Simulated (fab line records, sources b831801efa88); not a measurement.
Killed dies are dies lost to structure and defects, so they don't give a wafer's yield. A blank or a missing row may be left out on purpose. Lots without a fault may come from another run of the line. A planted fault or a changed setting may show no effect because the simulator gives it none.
fab line records | flow sky130
record lots=14 wafers=41 last_day=50
route steps=708 shown VIA2@522 METAL3@533 CAPM@540
lots that met no fault: from a run of the same line without faults
start_h: hours from the record's first day to the start of the lot's first wafer shown | wait_h: hours since the lot's step before | " the same as in the row above | L1.1+2: a row that stands for several wafers | - no value, or no start given | * or withheld: withheld | < > ~ a bound
route shown NAME@n: a module of which the file shows steps, and the number in the route of the first | usual: mean/standard deviation of fault-free wafers | same: alike in all rows | chamber/n: place in a boat | sites: the reading at each site | _std_site: their standard deviation | _edge_site: outer sites' mean less inner sites' | radius_mm: how far each site lies from the wafer's centre | mask NAME#n: copy n | behind: the tool/chamber that last shaped the wafer | hold: why the lot was held/for how many hours/how that ended | device: the transistor (n, p or np) that didn't switch | end of line: the same wafers' tests at the end of the route | a step without rows: its recipe alone | killed: dies lost to structure and defects at the first sort, not the wafer's yield | map: a wafer's dies, x killed, . not, _ none there
set.NAME: the setting as run; set.NAME@STEP: as run at that earlier step | model.NAME: the simulator's own value behind a step, which no gauge read
steps of the route over a sample of lots; a table a step, a row a wafer
services: from which hour (start_h, from the record's first day; less than 0 if before it) a tool's chamber was out of use, for how many hours, and why
## steps
# step SKY_VIA2_ETCH_15
# recipe target=SiO2 chemistry=C4F8/O2/Ar target_depth_nm=546 stop_on=TiN mask_material=KrF-thick source_w=1500 bias_w=1200 pressure_mtorr=40 c4f8_flow_sccm=withheld O2_flow_sccm=6 Ar_flow_sccm=300 time_s=84
# usual bias_w=1200/3.7 oes_product_au=0.939/0.0049
# columns lot.wafer tool chamber start_h wait_h bias_w oes_product_au rf_hours_counter_h
L350.2 rie_diel-01 2 841.55 0.0 1202 0.940 25
L350.3 " 1 " " 1201 0.939 16
L350.4 " 3 " " 1205 0.939 19
L351.2 rie_diel-01 1 845.71 0.0 1200 0.943 16
L351.4 " 1 " " 1204 0.933 -
L351.5 " 3 " " 1213 0.942 -
L352.3 rie_diel-02 1 856.33 0.0 1202 0.943 6
L352.4 " 3 " " 1201 0.939 -
L352.6 " 1 " " 1197 0.943 -
L353.2 rie_diel-01 1 863.34 0.0 1205 0.934 16
L353.3 " 0 " " 1205 0.944 7
L353.4 " 3 " " 1200 0.924 -
L360.1 rie_diel-03 3 944.20 0.0 1200 0.939 3
L360.2 " 0 " " 1202 0.943 9
L360.6 " 0 " " 1206 0.941 -
L361.1 rie_diel-03 2 945.33 0.0 1207 0.941 27
L361.3 " 3 " " 1202 0.941 3
L361.4 " 0 " " 1200 0.941 9
L362.4 rie_diel-02 0 948.39 0.0 1199 0.934 16
L362.6 " 1 " " 1195 0.936 -
L364.1 rie_diel-03 2 954.98 0.0 1193 0.928 27
L364.2 " 0 " " 1199 0.949 9
L364.4 " 3 " " 1199 0.939 3
L366.3 rie_diel-03 1 960.74 0.0 1201 0.935 24
L366.5 " 3 " " 1199 0.936 -
L366.6 " 2 " " 1202 0.942 -
L368.1 rie_diel-03 3 976.48 0.0 1196 0.941 4
L368.4 " 1 " " 1198 0.950 25
L368.5 " 1 " " 1197 0.942 -
L370.1 rie_diel-03 2 989.73 0.0 1199 0.942 29
L370.2 " 1 " " 1201 0.937 25
L370.5 " 0 " " 1199 0.943 -
L371.1 rie_diel-03 2 992.60 0.0 1201 0.945 29
L371.4 " 3 " " 1200 0.939 4
L371.6 " 1 " " 1201 0.938 -
L372.2 rie_diel-02 0 995.76 0.0 1195 0.936 18
L372.4 " 1 " " 1199 0.942 11
L372.5 " 3 " " 1200 0.948 -
L373.1 rie_diel-02 0 1007.78 0.0 1201 0.936 19
L373.2 " 1 " " 1199 0.937 11
L373.3 " 2 " " 1199 0.942 13
# step SKY_VIA2_RS_MEAS_22
# recipe thk_meas_gauge=four-point-probe reads=W_of_VIA2_CVD_21+TiN_of_VIA2_SPUTTER_20
# usual VIA2_W_RS=0.271/0.0042
# columns lot.wafer tool chamber start_h wait_h VIA2_W_RS[ohm/sq]
L350.2 film_metro-01 - 842.42 0.1 0.266
L350.3 " - " " 0.274
L350.4 " - " " 0.265
L351.2 film_metro-03 - 846.58 0.1 0.272
L351.4 " - " " 0.271
L351.5 " - " " 0.269
L352.3 film_metro-02 - 857.22 0.1 0.275
L352.4 " - " " 0.271
L352.6 " - " " 0.274
L353.2 film_metro-01 - 864.21 0.1 0.268
L353.3 " - " " 0.263
L353.4 " - " " 0.276
L360.1 film_metro-01 - 945.05 0.1 0.262
L360.2 " - " " 0.272
L360.6 " - " " 0.271
L361.1 film_metro-02 - 946.18 0.1 0.266
L361.3 " - " " 0.267
L361.4 " - " " 0.271
L362.4 film_metro-02 - 949.30 0.1 0.271
L362.6 " - " " 0.276
L364.1 film_metro-03 - 955.83 0.1 0.276
L364.2 " - " " 0.270
L364.4 " - " " 0.270
L366.3 film_metro-02 - 961.62 0.1 0.266
L366.5 " - " " 0.262
L366.6 " - " " 0.270
L368.1 film_metro-01 - 977.33 0.1 0.274
L368.4 " - " " 0.270
L368.5 " - " " 0.271
L370.1 film_metro-02 - 990.58 0.1 0.273
L370.2 " - " " 0.265
L370.5 " - " " 0.273
L371.1 film_metro-01 - 993.45 0.1 0.276
L371.4 " - " " 0.274
L371.6 " - " " 0.275
L372.2 film_metro-03 - 996.75 0.2 0.274
L372.4 " - " " 0.277
L372.5 " - " " 0.277
L373.1 film_metro-02 - 1008.63 0.1 0.273
L373.2 " - " " 0.278
L373.3 " - " " 0.274
# step SKY_METAL3_SPUTTER_01
# recipe material=TiN target_thk_nm=20 power_w=6500 time_s=16.7 chamber_pressure_pa=0.4
# usual cathode_dc_power_W=6500.0/1.2 chamber_pressure_pa=0.3999/0.00085 throttle_valve_pct=30.7/0.71
# columns lot.wafer tool chamber start_h wait_h cathode_dc_power_W chamber_pressure_pa throttle_valve_pct
L350.2 pvd_sputter-02 - 842.90 0.0 6499.6 0.4007 31.6
L350.3 " - " " 6500.5 0.3999 31.1
L350.4 " - " " 6498.5 0.4008 31.0
L351.2 pvd_sputter-02 - 847.06 0.0 6499.9 0.3997 30.7
L351.4 " - " " 6497.9 0.4001 31.4
L351.5 " - " " 6498.9 0.3998 30.8
L352.3 pvd_sputter-01 - 857.68 0.0 6499.1 0.4012 30.1
L352.4 " - " " 6501.1 0.4006 29.8
L352.6 " - " " 6499.9 0.3993 30.4
L353.2 pvd_sputter-01 - 864.69 0.0 6498.1 0.4006 30.1
L353.3 " - " " 6498.3 0.3997 30.4
L353.4 " - " " 6500.9 0.4014 31.5
L360.1 pvd_sputter-02 - 945.55 0.0 5182.4 0.3998 30.8
L360.2 " - " " 5180.2 0.4006 30.9
L360.6 " - " " 5179.3 0.4016 31.1
L361.1 pvd_sputter-02 - 946.68 0.0 5178.8 0.4001 31.1
L361.3 " - " " 5179.1 0.4014 31.5
L361.4 " - " " 5180.9 0.4018 30.6
L362.4 pvd_sputter-01 - 949.74 0.0 6497.8 0.3988 29.8
L362.6 " - " " 6500.0 0.3999 30.3
L364.1 pvd_sputter-01 - 956.33 0.0 6499.7 0.4001 29.9
L364.2 " - " " 6499.8 0.4005 31.2
L364.4 " - " " 6500.5 0.4002 30.4
L366.3 pvd_sputter-03 - 962.09 0.0 6499.8 0.3997 28.9
L366.5 " - " " 6498.5 0.3997 29.7
L366.6 " - " " 6500.1 0.4004 31.6
L368.1 pvd_sputter-03 - 977.83 0.0 6500.1 0.3996 31.7
L368.4 " - " " 6501.7 0.3985 31.0
L368.5 " - " " 6499.6 0.3988 31.1
L370.1 pvd_sputter-03 - 991.08 0.0 6500.3 0.3994 30.6
L370.2 " - " " 6501.9 0.3990 31.7
L370.5 " - " " 6501.3 0.3996 29.8
L371.1 pvd_sputter-01 - 993.95 0.0 6499.7 0.3997 30.0
L371.4 " - " " 6500.5 0.3997 30.4
L371.6 " - " " 6500.6 0.4004 31.3
L372.2 pvd_sputter-01 - 997.23 0.0 6500.3 0.3987 31.0
L372.4 " - " " 6498.4 0.3993 29.8
L372.5 " - " " 6500.4 0.4002 30.2
L373.1 pvd_sputter-03 - 1009.13 0.0 6499.8 0.3999 29.2
L373.2 " - " " 6500.7 0.4010 29.5
L373.3 " - " " 6500.4 0.4002 31.5
# step SKY_CAPM_RS_MEAS_03
# recipe thk_meas_gauge=four-point-probe reads=TiN_of_CAPM_SPUTTER_02
# usual CAPM_TIN_RS=6.67/0.08
# columns lot.wafer tool chamber start_h wait_h CAPM_TIN_RS[ohm/sq]
L350.2 film_metro-02 - 843.24 0.1 6.69
L350.3 " - " " 6.89
L350.4 " - " " 6.74
L351.2 film_metro-01 - 847.42 0.1 6.70
L351.4 " - " " 6.67
L351.5 " - " " 6.77
L352.3 film_metro-01 - 858.04 0.1 6.83
L352.4 " - " " 6.59
L352.6 " - " " 6.71
L353.2 film_metro-04 - 865.03 0.1 6.55
L353.3 " - " " 6.57
L353.4 " - " " 6.82
L360.1 film_metro-01 - 945.88 0.1 6.82
L360.2 " - " " 6.71
L360.6 " - " " 6.68
L361.1 film_metro-01 - 947.00 0.1 6.73
L361.3 " - " " 6.62
L361.4 " - " " 6.62
L362.4 film_metro-01 - 950.13 0.1 6.55
L362.6 " - " " 6.66
L364.1 film_metro-01 - 956.66 0.1 6.59
L364.2 " - " " 6.69
L364.4 " - " " 6.67
L366.3 film_metro-02 - 962.45 0.1 6.60
L366.5 " - " " 6.51
L366.6 " - " " 6.68
L368.1 film_metro-02 - 978.15 0.1 6.70
L368.4 " - " " 6.80
L368.5 " - " " 6.63
L370.1 film_metro-04 - 991.40 0.1 6.48
L370.2 " - " " 6.68
L370.5 " - " " 6.64
L371.1 film_metro-04 - 994.28 0.1 6.73
L371.4 " - " " 6.78
L371.6 " - " " 6.64
L372.2 film_metro-02 - 997.58 0.1 6.54
L372.4 " - " " 6.64
L372.5 " - " " 6.53
L373.1 film_metro-01 - 1009.45 0.1 6.65
L373.2 " - " " 6.60
L373.3 " - " " 6.73
## services
# columns tool chamber start_h hours kind
rie_diel-03 3 840.31 - clean
rie_diel-03 3 840.31 22.7 scheduled_down
rie_diel-03 3 840.31 22.7 vent_cycle
rie_diel-01 2 843.60 - clean
rie_diel-01 2 843.60 22.4 scheduled_down
rie_diel-01 2 843.60 22.4 vent_cycle
rie_diel-02 2 852.15 9.6 repair
pvd_sputter-01 - 888.99 3.3 repair
pvd_sputter-01 - 899.16 1.0 repair
pvd_sputter-02 - 903.46 4.9 repair
rie_diel-03 2 904.71 5.3 repair
rie_diel-01 3 905.10 - clean
rie_diel-01 3 905.10 19.5 scheduled_down
rie_diel-01 3 905.10 19.5 vent_cycle
rie_diel-03 0 905.24 17.4 repair
rie_diel-02 3 908.26 4.2 repair
pvd_sputter-02 - 912.67 2.7 repair
rie_diel-01 - 918.22 15.6 pm
pvd_sputter-02 - 953.53 2.9 repair
rie_diel-01 1 961.76 5.0 repair
rie_diel-02 1 970.38 13.2 repair
rie_diel-03 3 993.57 3.2 repair
pvd_sputter-03 - 996.24 3.9 repair
## key
first_sign step=SKY_METAL3_SPUTTER_01 reading=cathode_dc_power_W direction=down sigmas=99+ usual=6500.0 struck=5180.1
effect none on later readings
met_at SKY_METAL3_SPUTTER_01
struck_lots L360,L361
sort_left_out L361.1,L361.3,L361.4
not_acting_at SKY_VIA2_ETCH_15,SKY_VIA2_RS_MEAS_22,SKY_CAPM_RS_MEAS_03
onset_between 847.06 945.55
fault kind=process_parameter_drift tool=pvd_sputter-02 chamber=- onset_h=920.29 steps=SKY_METAL3_SPUTTER_01 channel=power_w offset=* shape=step end_h=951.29 acts_in=* stated=*
# sort_left_out: the simulated sort isn't trusted on such a fault, so these wafers' sort isn't shown, and their yield isn't known
